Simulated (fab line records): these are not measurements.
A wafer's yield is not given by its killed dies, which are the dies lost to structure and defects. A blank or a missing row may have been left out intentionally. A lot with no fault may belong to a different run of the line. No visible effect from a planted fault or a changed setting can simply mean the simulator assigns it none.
A struck lot beside a sound one    flow sky130    17 steps out of a route of 708
Sound: these wafers, L270.1, L270.4, L270.5. Struck: wafers L278.3, L278.5, L278.6. At the end, the cause is stated.
For every step that has rows: the tool of each side, followed by ch and its chambers, followed by its first start. Under that, the readings that differ: sound wafers    struck wafers    difference of the means    sigmas: that difference in standard deviations of wafers without a fault.
alike: same words and numbers on both sides, and readings whose means sit less than 2 such deviations apart. not compared: any withheld reading, any reading some wafer has no value for, any bound like >300 that may hide the same value, and any number with overlapping values for which the record gives no deviation.
A row with sigmas, a row that says differs or no value, or rows on one side alone: a step with any of these is where the two part. When numbers do not overlap yet have no deviation, they are printed without sigmas and do not part them. Lack of a reading on every wafer of one side parts them only where that side has two or more wafers.

first, 1 step without rows for these wafers: SKY_VT_ADJUST_LVTN_IMPLANT_19.
SKY_VT_ADJUST_LVTN_STRIP_20: strips in O2/N2.
  sound on plasma_asher-03 ch 0,1, day 9 23:35; struck on plasma_asher-01 ch 0,1, day 12 05:55
reading                       sound              struck             difference  sigmas
drypump_motor_current_A (A)   5.2 5.2 5.3        6.7 6.7 5.8        +1.2        +2
strip_time_to_endpoint_s (s)  14.12 14.11 14.11  14.17 14.21 14.21  +0.08       +2
  alike: chamber_pressure_mTorr, oes_product_au
  not compared: rf_hours_counter_h
SKY_VT_ADJUST_LVTN_TW_MEAS_21:
  sound: film_metro-03 at day 9 23:41; struck: film_metro-02 at day 12 06:00
  alike: VT_ADJUST_LVTN_2_TW
then, 7 steps without rows for these wafers: SKY_VT_ADJUST_NCORE_DEHYDRATE_00 (time 60 s); SKY_VT_ADJUST_NCORE_HMDS_01 (prime time 60 s); SKY_VT_ADJUST_NCORE_COAT_02 (resist thk 1140 nm); SKY_VT_ADJUST_NCORE_SOFTBAKE_03 (time 60 s); SKY_VT_ADJUST_NCORE_EXPOSE_04 (exposes mask LVTN COMPLEMENT THIN, target cd 380 nm); SKY_VT_ADJUST_NCORE_PEB_05; SKY_VT_ADJUST_NCORE_DEVELOP_06 (develop time 60 s).
SKY_VT_ADJUST_NCORE_CD_MEAS_07 targets a cd of 380 nm.
  sound: cd_sem-01 at day 10 21:56; struck: cd_sem-02 at day 13 07:30
  alike: cd_nm
SKY_VT_ADJUST_NCORE_OVL_MEAS_08:
  sound: overlay-02 at day 10 22:04; struck: overlay-01 at day 13 07:36
  alike: VT_ADJUST_NCORE_OVL
SKY_VT_ADJUST_NCORE_IMPLANT_09:
  sound on implanter-02 ch 0, day 10 22:06; struck on implanter-03 ch 0, day 13 07:40
reading             sound                             struck                        difference  sigmas
dose_ions_cm2       2.4001e+12 2.3994e+12 2.4023e+12  6.152e+11 6.166e+11 6.16e+11  -1.785e+12  -99 or more
faraday_current_uA  13.81 13.40 13.80                 3.46 3.47 3.53                -10.18      -41
SKY_VT_ADJUST_NCORE_STRIP_10: strips in O2/N2.
  sound on plasma_asher-03 ch 0,1, day 10 22:15; struck on plasma_asher-03 ch 0,1, day 13 07:48
  alike: chamber_pressure_mTorr, drypump_motor_current_A, oes_product_au, strip_time_to_endpoint_s
  not compared: rf_hours_counter_h
SKY_VT_ADJUST_NCORE_TW_MEAS_11:
  sound: film_metro-01 at day 10 22:21; struck: film_metro-01 at day 13 07:53
reading             sound              struck             difference  sigmas
VT_ADJUST_NCORE_TW  224.8 224.8 225.3  154.3 155.3 154.5  -70.3       -27
then, 1 step without rows for these wafers: SKY_VT_ADJUST_HVTR_DEHYDRATE_00 (time 60 s).
-- here the record skips 36 days between the struck wafers' starts before and after, leaving off in module VT_ADJUST_HVTR and picking up in module PAD_OPEN (first step shown: number 708 of the route) --
SKY_PAD_OPEN_PROBE_99:
  sound: prober-02 at day 48 00:04; struck: prober-02 at day 49 17:49
reading                                     sound                          struck                         difference  sigmas
model.etest.nfet_16v.r_on_ohm_um            1.408e+04 1.425e+04 1.395e+04  1.186e+04 1.175e+04 1.176e+04  -2.303e+03  
model.etest.pfet_16v.r_on_ohm_um            1.501e+04 1.508e+04 1.515e+04  1.859e+04 1.816e+04 1.829e+04  +3.267e+03  
model.etest.pfet_g5v0d10v5.r_on_ohm_um      4891 4890 4831                 5745 5755 5687                 +858        
model.etest.tip_p.rs_ohm_sq                 6889 6884 6830                 7397 7458 7399                 +550        
model.etest.pfet_01v8.r_on_ohm_um           2950 2972 2981                 3336 3260 3258                 +317        
model.etest.res_pwell_under_gate.rs_ohm_sq  2284 2278 2273                 2568 2537 2558                 +276        
model.etest.nfet_g5v0d10v5.r_on_ohm_um      1940 1940 1928                 1690 1681 1672                 -255        
model.etest.tip_p_5v.rs_ohm_sq              2872 2895 2859                 3046 3049 3056                 +175        
  alike: killed_at_M0_to_M3, killed_at_M4_up, killed_at_contacts, killed_at_front_end, killed_at_other, killed_dies, killed_open, killed_short

## WHERE THEY PART
Last at SKY_VT_ADJUST_NCORE_TW_MEAS_11 as far as this record goes, first at SKY_VT_ADJUST_LVTN_STRIP_20. Later steps at which nothing parts them and some readings are alike: SKY_PAD_OPEN_PROBE_99.

WHY: the cause the simulator had injected
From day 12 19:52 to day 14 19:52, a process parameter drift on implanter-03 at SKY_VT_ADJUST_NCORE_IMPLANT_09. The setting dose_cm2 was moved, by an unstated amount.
